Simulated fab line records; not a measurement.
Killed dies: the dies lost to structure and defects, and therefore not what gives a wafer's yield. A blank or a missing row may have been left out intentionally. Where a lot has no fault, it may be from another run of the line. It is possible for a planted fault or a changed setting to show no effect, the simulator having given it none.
Problem report in the 8D (eight disciplines) form, filled by code / flow sky130 / the parts of the form that need people (team, actions taken, sign-off) are left out

## 1. PROBLEM STATEMENT
cathode-dc-power-W at SKY_METAL4_SPUTTER_00 reads a mean of 2323.4 W on 6 wafers of 2 lots; wafers without a fault read 3000.0 W with a standard deviation of 0.58. So: -99 or more standard deviations from the usual mean.
The step: material Ti, target thk 15 nm, time 10 s.
The first sign was on wafer L762.1 at day 42 19:06, on pvd-sputter-02. At this step, 36 wafers from 12 lots have a number in the record. The rule behind "out" and "out of limits": a value lying over 4 standard deviations away from the usual mean. All remaining wafers that have a number are taken as sound.

## 2. WHAT THIS IS AND IS NOT
question=which readings at this step | is=cathode-dc-power-W | is not=chamber-pressure-pa, throttle-valve-pct
question=which lots | is=L762, L763 | is not=L752, L753, L754, L756, L757, L770, L771, L772, L773, L774
question=which wafers of those lots | is=all that have a number | is not=-
question=read on which tools | is=pvd-sputter-02 | is not=pvd-sputter-01, pvd-sputter-04
question=when | is=from day 42 19:06 | is not=up to then (15 sound wafers); but 15 sound wafers of L770, L771, L772, L773, L774 came after

## 3. WHAT RULES OUT EACH SUSPECT
Counting: a tool stays on the suspect list if, at a process step up to the reading, it processed all lots that are out and no sound lot following the first of them.
- pvd-sputter-02 at SKY_METAL4_SPUTTER_00 (material Ti, target thk 15 nm, time 10 s): kept. Every lot that is out went through it, starting with L762 (day 42 19:06), and after that it ran no sound lot; the last sound lot it ran before then is L757 (day 41 03:59). On those wafers its own readings are out: cathode-dc-power-W.
The count leaves pvd-sputter-02 at SKY_METAL4_SPUTTER_00.

## 4. THE CAUSE (what the simulator had put in)
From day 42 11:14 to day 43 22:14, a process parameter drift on pvd-sputter-02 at SKY_METAL4_SPUTTER_00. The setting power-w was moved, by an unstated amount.
The count eliminated every tool but this one.

## 5. THE EFFECT CHAIN, in route order
One row per reading whose mean, taken over the struck wafers that have a number, lies over 3 standard deviations from the usual. Scope: only readings with a usual standard deviation given in the record; hours: median across lots of the time from each lot's start at the first step in this table that gives one to its start at this step; sigmas: change in usual standard deviations.
hours=0; step=SKY_METAL4_SPUTTER_00; reading=cathode-dc-power-W; usual=3000.0 W; on struck wafers=2323.4; change=-676.6; sigmas=-99 or more
The process steps in it:
- SKY_METAL4_SPUTTER_00: material Ti, target thk 15 nm, time 10 s.
At these later measuring or inspecting steps, every struck wafer for which the step has a row has a number for every such reading, and none has moved that far: SKY_CAP2M_THK_MEAS_04.

## 6. HOW IT WOULD HAVE BEEN CAUGHT EARLIER
In this record no reading fell out of limits until day 42 19:06, 8 hours after the fault had begun at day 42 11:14.
